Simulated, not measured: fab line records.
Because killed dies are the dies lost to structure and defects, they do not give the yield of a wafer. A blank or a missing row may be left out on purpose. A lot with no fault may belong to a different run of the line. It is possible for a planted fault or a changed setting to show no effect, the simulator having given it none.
A single fault, viewed from 2 desks || flow sky130 || what lay behind the numbers comes last; until then each desk has only its own

## METROLOGY DESK
Means of the sampled wafers that have a number, per lot and without regard to the tool the lot ran on: this is what the gauges read. The brackets show how far a lot's mean lies from the usual mean; more than 4 standard deviations puts the lot out of limits, marked OUT.
Columns: A = CAP2M_OVL at SKY_CAP2M_OVL_MEAS_12, usual -1.0 nm
{"lot": "L656", "first seen here": "day 40 17:53", "A": -0.6}
{"lot": "L658", "first seen here": "day 41 08:34", "A": 0.2}
{"lot": "L659", "first seen here": "day 41 17:52", "A": -0.4}
{"lot": "L660", "first seen here": "day 41 21:05", "A": -0.7}
{"lot": "L662", "first seen here": "day 42 17:42", "A": -1.0}
{"lot": "L672", "first seen here": "day 45 09:35", "A": -1.2}
{"lot": "L671", "first seen here": "day 45 15:49", "A": -1.5}
{"lot": "L674", "first seen here": "day 46 16:17", "A": 0.4}
{"lot": "L675", "first seen here": "day 46 16:35", "A": -1.9}
{"lot": "L677", "first seen here": "day 46 17:30", "A": -1.5}
{"lot": "L676", "first seen here": "day 46 19:29", "A": -2.1}
{"lot": "L679", "first seen here": "day 47 14:18", "A": -0.4}
This desk's verdict: no lot among the 12 shows anything out of limits.

## DESK OF THE TOOL OWNER: rieDiel-03
The tool's own readings at SKY_VIA3_ETCH_15 (etches SiO2 in C4F8/O2/Ar, stops on TiN, target depth 507 nm, time 78 s): means of the sampled wafers that have a number, for each lot that ran on this tool. The brackets show how far a lot's mean lies from the usual mean; more than 4 standard deviations puts the lot out of limits, marked OUT.
Columns: A = chamberPressureMTorr at SKY_VIA3_ETCH_15, usual 40.00 mTorr; B = oesProductAu at SKY_VIA3_ETCH_15, usual 0.946 a.u.
{"lot": "L656", "first seen here": "day 39 15:16", "A": 40.02, "B": 0.944}
{"lot": "L658", "first seen here": "day 40 07:28", "A": 40.02, "B": 0.948}
{"lot": "L660", "first seen here": "day 40 18:44", "A": 40.01, "B": 0.944}
{"lot": "L662", "first seen here": "day 41 16:28", "A": 40.01, "B": 0.950}
{"lot": "L672", "first seen here": "day 44 10:59", "A": 39.99, "B": 0.943}
{"lot": "L675", "first seen here": "day 45 17:56", "A": 40.02, "B": 0.947}
{"lot": "L677", "first seen here": "day 45 19:14", "A": 39.98, "B": 0.944}
{"lot": "L679", "first seen here": "day 46 16:36", "A": 39.99, "B": 0.947}
This desk's verdict: no lot among the 8 shows anything out of limits.

## PUT TOGETHER
Metrology desk: nothing out of limits seen.
Nothing out of limits was seen by the tool owner's desk.

## WHAT THE SIMULATOR HAD PUT IN
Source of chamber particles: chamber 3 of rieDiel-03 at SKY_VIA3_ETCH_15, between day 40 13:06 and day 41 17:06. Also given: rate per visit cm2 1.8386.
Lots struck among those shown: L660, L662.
